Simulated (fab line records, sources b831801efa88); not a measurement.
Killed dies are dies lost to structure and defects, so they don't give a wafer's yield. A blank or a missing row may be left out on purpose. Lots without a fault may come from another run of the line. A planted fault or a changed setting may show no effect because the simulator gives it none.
Which tool did it? | flow sky130 | 24 lots, 72 wafers sampled, at 5 steps of a route of 708

WHAT THE GAUGES READ, wafer by wafer
SKY_CONTACT_THK_MEAS_26: measures by xrf. Usual: CONTACT_W_THK 345 nm, standard deviation 6.2.
lot  | measured     | on            | CONTACT_W_THK (nm) | flag
L074 | day 31 23:12 | film_metro-02 | 335 337 339        |
L075 | day 31 23:17 | film_metro-01 | 336 334 342        |
L076 | day 32 09:35 | film_metro-03 | 348 345 347        |
L077 | day 32 13:46 | film_metro-03 | 344 349 345        |
L078 | day 33 09:19 | film_metro-02 | 343 339 340        |
L079 | day 33 21:05 | film_metro-03 | 350 351 348        |
L081 | day 33 21:55 | film_metro-01 | 333 332 340        |
L080 | day 33 22:02 | film_metro-02 | 339 341 337        |
L082 | day 34 06:07 | film_metro-03 | 352 342 343        |
L083 | day 35 18:40 | film_metro-03 | 352 352 354        |
L084 | day 35 18:49 | film_metro-01 | 345 341 345        |
L086 | day 36 00:19 | film_metro-02 | 351 348 347        |
L085 | day 36 00:55 | film_metro-01 | 342 345 342        |
L089 | day 36 19:30 | film_metro-03 | 355 345 354        |
L088 | day 36 21:32 | film_metro-02 | 344 336 343        |
L087 | day 36 22:41 | film_metro-03 | 351 346 351        |
L090 | day 36 23:46 | film_metro-02 | 339 341 346        |
L092 | day 37 19:40 | film_metro-03 | 347 343 348        |
L091 | day 37 21:34 | film_metro-01 | 337 348 345        |
L093 | day 38 00:38 | film_metro-03 | 350 348 345        |
L094 | day 38 02:54 | film_metro-03 | 356 347 345        |
L095 | day 38 18:11 | film_metro-01 | 353 341 353        |
L097 | day 39 00:01 | film_metro-01 | 333 336 333        |
L096 | day 39 01:54 | film_metro-03 | 355 343 345        |

SKY_METAL3_CD_MEAS_13: target cd 300 nm. Usual: cd_nm 300.6 nm, standard deviation 1.5.
lot  | measured     | on        | cd_nm (nm)        | flag
L074 | day 39 02:02 | cd_sem-02 | 300.1 300.7 299.6 |
L075 | day 39 01:38 | cd_sem-02 | 302.0 300.6 301.0 |
L076 | day 39 13:12 | cd_sem-02 | 300.8 301.5 302.2 |
L077 | day 39 14:40 | cd_sem-01 | 300.2 299.6 298.5 |
L078 | day 40 07:43 | cd_sem-02 | 300.7 302.0 303.2 |
L079 | day 40 22:59 | cd_sem-01 | 297.9 300.0 298.2 |
L081 | day 41 00:13 | cd_sem-02 | 297.1 297.1 297.5 |
L080 | day 40 23:56 | cd_sem-01 | 300.4 300.9 301.4 |
L082 | day 41 05:32 | cd_sem-01 | 299.8 299.5 299.8 |
L083 | day 41 17:37 | cd_sem-01 | 300.2 299.1 298.7 |
L084 | day 41 20:29 | cd_sem-01 | 299.9 298.7 300.5 |
L086 | day 42 11:07 | cd_sem-02 | 301.5 300.9 301.6 |
L085 | day 42 12:41 | cd_sem-02 | 300.7 300.8 300.5 |
L089 | day 43 04:53 | cd_sem-02 | 297.0 298.7 298.9 |
L088 | day 43 08:43 | cd_sem-02 | 302.0 301.9 302.1 |
L087 | day 43 11:23 | cd_sem-02 | 301.0 301.5 302.6 |
L090 | day 43 12:22 | cd_sem-01 | 301.9 301.3 303.5 |
L092 | day 44 04:34 | cd_sem-01 | 302.7 303.0 303.4 |
L091 | day 44 05:47 | cd_sem-02 | 300.6 299.8 300.4 |
L093 | day 44 11:27 | cd_sem-02 | 299.0 299.5 299.3 |
L094 | day 44 11:28 | cd_sem-01 | 302.9 301.1 301.9 |
L095 | day 44 21:17 | cd_sem-02 | 302.2 302.7 302.5 |
L097 | day 45 03:37 | cd_sem-01 | 301.0 301.2 301.0 |
L096 | day 45 09:05 | cd_sem-01 | 299.1 299.2 299.2 |

WHICH TOOL RAN EACH LOT (tool, then ch and the chambers of the sampled wafers, then the start)
lot  | SKY_VIA1_STRIP_16                    | SKY_METAL3_SPUTTER_03        | SKY_CAPM_CVD_00
L074 | plasma_asher-03 ch 0,1, day 34 07:42 | pvd_sputter-04, day 36 23:31 | pecvd-02 ch 0,1, day 36 23:34
L075 | plasma_asher-04 ch 0,1, day 34 08:08 | pvd_sputter-01, day 36 23:41 | pecvd-04 ch 0,2, day 36 23:44
L076 | plasma_asher-04 ch 0,1, day 35 17:10 | pvd_sputter-04, day 37 12:05 | pecvd-02 ch 0,1,2, day 37 12:10
L077 | plasma_asher-03 ch 0,1, day 35 18:06 | pvd_sputter-04, day 37 15:03 | pecvd-01 ch 0,1, day 37 15:07
L078 | plasma_asher-04 ch 0,1, day 35 23:52 | pvd_sputter-04, day 38 04:43 | pecvd-02 ch 0,2, day 38 04:47
L079 | plasma_asher-01 ch 0,1, day 36 14:22 | pvd_sputter-03, day 38 21:28 | pecvd-01 ch 0,1, day 38 21:32
L081 | plasma_asher-03 ch 0,1, day 36 15:33 | pvd_sputter-04, day 38 21:58 | pecvd-02 ch 0,1,2, day 38 22:02
L080 | plasma_asher-04 ch 0,1, day 36 15:12 | pvd_sputter-04, day 38 21:38 | pecvd-04 ch 1,2, day 38 21:43
L082 | plasma_asher-03 ch 0,1, day 36 21:24 | pvd_sputter-01, day 39 04:26 | pecvd-02 ch 1,2, day 39 04:31
L083 | plasma_asher-04 ch 0,1, day 37 12:44 | pvd_sputter-01, day 39 18:14 | pecvd-01 ch 1,2, day 39 18:18
L084 | plasma_asher-01 ch 0,1, day 37 13:28 | pvd_sputter-01, day 39 19:52 | pecvd-04 ch 0,1,2, day 39 19:55
L086 | plasma_asher-01 ch 0,1, day 38 02:17 | pvd_sputter-04, day 40 09:57 | pecvd-02 ch 1,2, day 40 10:01
L085 | plasma_asher-01 ch 0,1, day 38 03:50 | pvd_sputter-04, day 40 11:27 | pecvd-01 ch 0,2, day 40 11:31
L089 | plasma_asher-04 ch 0,1, day 38 23:26 | pvd_sputter-04, day 41 05:07 | pecvd-01 ch 0,1,2, day 41 05:11
L088 | plasma_asher-01 ch 0,1, day 39 01:18 | pvd_sputter-01, day 41 08:19 | pecvd-04 ch 0,1, day 41 08:22
L087 | plasma_asher-01 ch 1, day 39 02:54   | pvd_sputter-04, day 41 11:11 | pecvd-01 ch 0,1, day 41 11:16
L090 | plasma_asher-04 ch 0,1, day 39 03:16 | pvd_sputter-03, day 41 11:47 | pecvd-04 ch 1,2, day 41 11:51
L092 | plasma_asher-04 ch 0,1, day 40 00:32 | pvd_sputter-04, day 42 05:44 | pecvd-02 ch 0,1, day 42 05:48
L091 | plasma_asher-03 ch 0,1, day 40 01:46 | pvd_sputter-04, day 42 07:29 | pecvd-04 ch 0,1, day 42 07:33
L093 | plasma_asher-01 ch 0,1, day 40 05:49 | pvd_sputter-04, day 42 12:51 | pecvd-04 ch 0,1,2, day 42 12:55
L094 | plasma_asher-04 ch 0,1, day 40 06:31 | pvd_sputter-01, day 42 13:09 | pecvd-01 ch 1,2, day 42 13:13
L095 | plasma_asher-03 ch 0,1, day 40 20:40 | pvd_sputter-03, day 43 00:24 | pecvd-02 ch 0,2, day 43 00:28
L097 | plasma_asher-03 ch 0,1, day 41 02:40 | pvd_sputter-04, day 43 06:51 | pecvd-04 ch 1,2, day 43 06:55
L096 | plasma_asher-04 ch 0,1, day 41 05:33 | pvd_sputter-01, day 43 11:59 | pecvd-01 ch 0,1, day 43 12:03
- SKY_VIA1_STRIP_16: strips in O2/N2.
- SKY_METAL3_SPUTTER_03: material Ti, target thk 5 nm, time 3.3 s.
- SKY_CAPM_CVD_00: deposits SiO2, target thk 15.5 nm.

WHAT THE TOOLS THEMSELVES READ (means of the sampled wafers that have a number; where no wafer has one, the mark that the record gives instead)
SKY_VIA1_STRIP_16. Usual: drypump_motor_current_A 5.6 A, standard deviation 0.59; oes_product_au 0.416 a.u., standard deviation 0.0047; strip_time_to_endpoint_s 4.467 s, standard deviation 0.027.
lot  | tool            | drypump_motor_current_A (A) | oes_product_au (a.u.) | strip_time_to_endpoint_s (s) | flag
L074 | plasma_asher-03 | 5.5                         | 0.414                 | 4.481                        |
L075 | plasma_asher-04 | 6.3                         | 0.419                 | 4.468                        |
L076 | plasma_asher-04 | 6.1                         | 0.419                 | 4.446                        |
L077 | plasma_asher-03 | 5.5                         | 0.416                 | 4.469                        |
L078 | plasma_asher-04 | 6.1                         | 0.412                 | 4.430                        |
L079 | plasma_asher-01 | 4.9                         | 0.422                 | 4.490                        |
L081 | plasma_asher-03 | 5.4                         | 0.415                 | 4.502                        |
L080 | plasma_asher-04 | 6.3                         | 0.414                 | 4.476                        |
L082 | plasma_asher-03 | 5.4                         | 0.416                 | 4.447                        |
L083 | plasma_asher-04 | 6.3                         | 0.419                 | 4.484                        |
L084 | plasma_asher-01 | 5.0                         | 0.416                 | 4.495                        |
L086 | plasma_asher-01 | 5.1                         | 0.417                 | 4.458                        |
L085 | plasma_asher-01 | 5.1                         | 0.412                 | 4.432                        |
L089 | plasma_asher-04 | 6.4                         | 0.420                 | 4.466                        |
L088 | plasma_asher-01 | 5.1                         | 0.418                 | 4.465                        |
L087 | plasma_asher-01 | 4.9                         | 0.418                 | 4.507                        |
L090 | plasma_asher-04 | 6.1                         | 0.415                 | 4.460                        |
L092 | plasma_asher-04 | 6.3                         | 0.415                 | 4.446                        |
L091 | plasma_asher-03 | 5.4                         | 0.415                 | 4.469                        |
L093 | plasma_asher-01 | 5.1                         | 0.417                 | 4.490                        |
L094 | plasma_asher-04 | 6.1                         | 0.423                 | 4.450                        |
L095 | plasma_asher-03 | 5.5                         | 0.413                 | 4.424                        |
L097 | plasma_asher-03 | 5.4                         | 0.419                 | 4.497                        |
L096 | plasma_asher-04 | 6.1                         | 0.415                 | 4.466                        |

SKY_METAL3_SPUTTER_03. Usual: throttle_valve_pct 30.2 %, standard deviation 0.85.
lot  | tool           | throttle_valve_pct (%) | flag
L074 | pvd_sputter-04 | 29.2                   |
L075 | pvd_sputter-01 | 29.8                   |
L076 | pvd_sputter-04 | 30.5                   |
L077 | pvd_sputter-04 | 30.5                   |
L078 | pvd_sputter-04 | 30.4                   |
L079 | pvd_sputter-03 | 30.4                   |
L081 | pvd_sputter-04 | 30.2                   |
L080 | pvd_sputter-04 | 30.1                   |
L082 | pvd_sputter-01 | 30.5                   |
L083 | pvd_sputter-01 | 30.7                   |
L084 | pvd_sputter-01 | 30.1                   |
L086 | pvd_sputter-04 | 29.0                   |
L085 | pvd_sputter-04 | 29.9                   |
L089 | pvd_sputter-04 | 29.0                   |
L088 | pvd_sputter-01 | 30.3                   |
L087 | pvd_sputter-04 | 30.1                   |
L090 | pvd_sputter-03 | 30.5                   |
L092 | pvd_sputter-04 | 30.4                   |
L091 | pvd_sputter-04 | 30.6                   |
L093 | pvd_sputter-04 | 30.0                   |
L094 | pvd_sputter-01 | 30.7                   |
L095 | pvd_sputter-03 | 30.2                   |
L097 | pvd_sputter-04 | 29.9                   |
L096 | pvd_sputter-01 | 29.9                   |

SKY_CAPM_CVD_00. Usual: heater_power_w 704 W, standard deviation 82.
lot  | tool     | heater_power_w (W) | flag
L074 | pecvd-02 | 690                |
L075 | pecvd-04 | 629                |
L076 | pecvd-02 | 702                |
L077 | pecvd-01 | 656                |
L078 | pecvd-02 | 696                |
L079 | pecvd-01 | 695                |
L081 | pecvd-02 | 712                |
L080 | pecvd-04 | 797                |
L082 | pecvd-02 | 718                |
L083 | pecvd-01 | 747                |
L084 | pecvd-04 | 736                |
L086 | pecvd-02 | 702                |
L085 | pecvd-01 | 686                |
L089 | pecvd-01 | 732                |
L088 | pecvd-04 | 691                |
L087 | pecvd-01 | 693                |
L090 | pecvd-04 | 739                |
L092 | pecvd-02 | 683                |
L091 | pecvd-04 | 681                |
L093 | pecvd-04 | 705                |
L094 | pecvd-01 | 686                |
L095 | pecvd-02 | 646                |
L097 | pecvd-04 | 766                |
L096 | pecvd-01 | 688                |

THE ANSWER, worked out from the rows above alone
Rule: a lot is off if the mean of its wafers that have a number lies more than 3 standard deviations from the usual mean. A lot without any number at a reading at which 4 lots or more have one is off too. The other lots that the step has rows for count as sound. The gauges are gone through in route order, then the tools' own readings, and for those a lot's mean is taken as printed above. The first step at which some lot is off is used, and at that step the reading that is off furthest; a lot without a number counts as furthest.
No lot is off at any reading shown: from this, nothing can be told.

WHAT THE SIMULATOR HAD PUT IN
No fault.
